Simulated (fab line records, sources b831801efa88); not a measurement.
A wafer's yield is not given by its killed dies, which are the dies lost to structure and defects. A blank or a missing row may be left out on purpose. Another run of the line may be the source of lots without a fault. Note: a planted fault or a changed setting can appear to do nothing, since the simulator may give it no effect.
Struck lot and sound lot, side by side :: flow sfq_line :: 41 out of 325 route steps
Sound: these wafers, L986.1, L986.2, L986.6. Struck: wafers L993.5, L993.6 (left out: L993.1, a lot-mate that was not struck); the cause follows at the end.
Each step with rows lists, per side, the tool, then ch with its chambers, then its first start. Under that, the readings that differ: sound wafers :: struck wafers :: difference of the means :: sigmas: that difference in standard deviations of wafers without a fault.
alike: readings whose means differ by less than 2 such deviations, and words and numbers that are the same on both sides. not compared: withheld readings, readings that some wafer has no value for, bounds like >300 that may hide the same value, and numbers for which the record gives no deviation and whose values overlap.
A row with sigmas, a row that says differs or no value, or rows on one side alone: a step with any of these is where the two part. Numbers that have no deviation but don't overlap get no sigmas and don't part them. Lack of a reading on every wafer of one side parts them only where that side has two or more wafers.

first, 6 steps without rows for these wafers: SFQ_TRILAYER_I3_VIA_LITHO_COAT_090 (resist thk 62 nm); SFQ_TRILAYER_I3_VIA_LITHO_COAT_085 (resist thk 650 nm); SFQ_TRILAYER_I3_VIA_LITHO_SOFTBAKE_089; SFQ_TRILAYER_I3_VIA_LITHO_EXPOSE_086 (exposes mask I3, target cd 500 nm); SFQ_TRILAYER_I3_VIA_LITHO_PEB_088 (peb time 60 s); SFQ_TRILAYER_I3_VIA_LITHO_DEVELOP_087 (time 60 s).
SFQ_I3_OVL_MEAS_923:
  sound: overlay-01 at day 50 16:41; struck: overlay-02 at day 51 05:53
  alike: I3_OVL
SFQ_TRILAYER_I3_VIA_BARC_OPEN_VIA_ETCH_121: etches BARC in O2, target depth 125 nm, time 41.7 s.
  sound on rie_diel-04 ch 2,3, day 50 16:44; struck on rie_diel-02 ch 2,3, day 51 05:56
  alike: drypump_motor_current_A, oes_product_au
  not compared: rf_hours_counter_h
then, 4 steps without rows for these wafers: SFQ_TRILAYER_I3_VIA_ETCH_VIA_ETCH_088 (etches SiO2 in CHF3, stops on Nb, target depth 260 nm); SFQ_TRILAYER_I3_VIA_STRIP_STRIP_089 (strips in O2); SFQ_TRILAYER_I3_VIA_STRIP_SOLV_CLEAN_090 (cleans in NMP, time 600 s); SFQ_TRILAYER_M4_DEP_PRE_CLEAN_092 (time 22.5 s).
SFQ_TRILAYER_M4_DEP_SPUTTER_091: material Nb, target thk 200 nm, time 133.3 s.
  sound: pvd_sputter-04 at day 50 17:41; struck: pvd_sputter-06 at day 51 06:53
reading: model.Nb_of_TRILAYER_M4_DEP_SPUTTER_091.thk_nm (nm)
sound: 201.8 203.3 202
struck: 348.9 349.7
difference: +146.9
sigmas: 
  alike: throttle_valve_pct
SFQ_M4_RS_MEAS_924: a four-point-probe measurement.
  sound: film_metro-03 at day 50 17:47; struck: film_metro-04 at day 51 07:16
reading: M4_NB_RS (ohm/sq)
sound: 0.881 0.876 0.881
struck: 0.508 0.508
difference: -0.371
sigmas: -34
  not compared: hold
then, 5 steps without rows for these wafers: SFQ_TRILAYER_M4_LITHO_COAT_093 (resist thk 600 nm); SFQ_TRILAYER_M4_LITHO_SOFTBAKE_097; SFQ_TRILAYER_M4_LITHO_EXPOSE_094 (exposes mask M4, target cd 500 nm); SFQ_TRILAYER_M4_LITHO_PEB_096 (peb time 60 s); SFQ_TRILAYER_M4_LITHO_DEVELOP_095 (time 60 s).
-- the record jumps here: 5 days lie between the struck wafers' starts before and after --
SFQ_M4_OVL_MEAS_926:
  sound: overlay-01 at day 55 10:00; struck: overlay-01 at day 56 00:24
  alike: M4_OVL
SFQ_TRILAYER_M4_BARC_OPEN_METAL_ETCH_123: etches BARC in O2, target depth 125 nm, time 41.7 s.
  sound on rie_metal-03 ch 0, day 55 10:02; struck on rie_metal-02 ch 0,1, day 56 00:26
  alike: drypump_motor_current_A, oes_product_au
  not compared: rf_hours_counter_h
SFQ_TRILAYER_M4_ETCH_METAL_ETCH_096: etches Nb in Cl2/Ar, stops on SiO2, target depth 240 nm, time 120 s.
  sound on rie_metal-03 ch 0, day 55 10:10; struck on rie_metal-02 ch 0,1, day 56 00:30
reading: oes_product_au (a.u.)
sound: 0.902 0.907 0.898
struck: 1.005 1.004
difference: +0.102
sigmas: +12
  alike: drypump_motor_current_A
  not compared: rf_hours_counter_h
then, 2 steps without rows for these wafers: SFQ_TRILAYER_M4_STRIP_STRIP_097 (strips in O2); SFQ_TRILAYER_M4_STRIP_SOLV_CLEAN_098 (cleans in NMP, time 600 s).
SFQ_TRILAYER_I4_DEP_PECVD_099: deposits SiO2 from SiH4/N2O, time 111.11 s, target thk 500 nm.
  sound on pecvd-01 ch 1,2, day 55 11:48; struck on pecvd-04 ch 1,2, day 56 01:25
  alike: heater_power_w, throttle_valve_pct
  not compared: since_wet_clean_h
then, 1 step without rows for these wafers: SFQ_TRILAYER_I4_CMP_CMP_100 (polishes SiO2).
SFQ_I4_BOW_MEAS_927:
  sound: film_metro-04 at day 56 10:09; struck: film_metro-03 at day 57 00:13
  alike: I4_BOW
SFQ_TRILAYER_I4_METRO_MEASURE_101:
  sound: film_metro-04 at day 56 10:16; struck: film_metro-03 at day 57 00:20
reading: thk_nm (nm)
sound: 200.3 199.4 200.9
struck: 196.4 199.0
difference: -2.5
sigmas: -2
then, 6 steps without rows for these wafers: SFQ_TRILAYER_I4_VIA_LITHO_COAT_108 (resist thk 62 nm); SFQ_TRILAYER_I4_VIA_LITHO_COAT_103 (resist thk 650 nm); SFQ_TRILAYER_I4_VIA_LITHO_SOFTBAKE_107; SFQ_TRILAYER_I4_VIA_LITHO_EXPOSE_104 (exposes mask I4, target cd 700 nm); SFQ_TRILAYER_I4_VIA_LITHO_PEB_106 (peb time 60 s); SFQ_TRILAYER_I4_VIA_LITHO_DEVELOP_105 (time 60 s).
SFQ_I4_OVL_MEAS_928:
  sound: overlay-01 at day 56 21:38; struck: overlay-01 at day 57 09:38
  alike: I4_OVL
then, 1 step without rows for these wafers: SFQ_TRILAYER_I4_VIA_BARC_OPEN_VIA_ETCH_146 (etches BARC in O2, target depth 125 nm, time 41.7 s).
SFQ_TRILAYER_I4_VIA_ETCH_VIA_ETCH_106: etches SiO2 in CHF3, stops on Nb, target depth 260 nm.
  sound on rie_diel-01 ch 1,2, day 56 21:43; struck on rie_diel-03 ch 1,2, day 57 09:44
reading: oes_product_au (a.u.)
sound: 0.866 0.852 0.849
struck: 0.842 0.845
difference: -0.012
sigmas: -2
  alike: drypump_motor_current_A
then, 3 steps without rows for these wafers: SFQ_TRILAYER_I4_VIA_STRIP_STRIP_107 (strips in O2); SFQ_TRILAYER_I4_VIA_STRIP_SOLV_CLEAN_108 (cleans in NMP, time 600 s); SFQ_TRILAYER_JJ_TRILAYER_DEP_PRE_CLEAN_113 (time 22.5 s).
-- the record jumps here: 36 days lie between the struck wafers' starts before and after --
SFQ_M8_BOW_MEAS_951:
  sound: film_metro-01 at day 89 10:13; struck: film_metro-04 at day 93 10:59
reading: model.etest.m4.comb_log10_ohm
sound: 12 12 12
struck: 0 0
difference: -12
sigmas: 

reading: model.etest.m4.ohm_sq
sound: 0.8826 0.8762 0.8818
struck: 0.5105 0.5095
difference: -0.3702
sigmas: 
  alike: M8_BOW

## WHERE THEY PART
At SFQ_M4_RS_MEAS_924 first; at SFQ_TRILAYER_I4_VIA_ETCH_VIA_ETCH_106 last (within this record only). Later steps at which nothing parts them and some readings are alike: SFQ_M8_BOW_MEAS_951.

WHY: what the simulator had put in
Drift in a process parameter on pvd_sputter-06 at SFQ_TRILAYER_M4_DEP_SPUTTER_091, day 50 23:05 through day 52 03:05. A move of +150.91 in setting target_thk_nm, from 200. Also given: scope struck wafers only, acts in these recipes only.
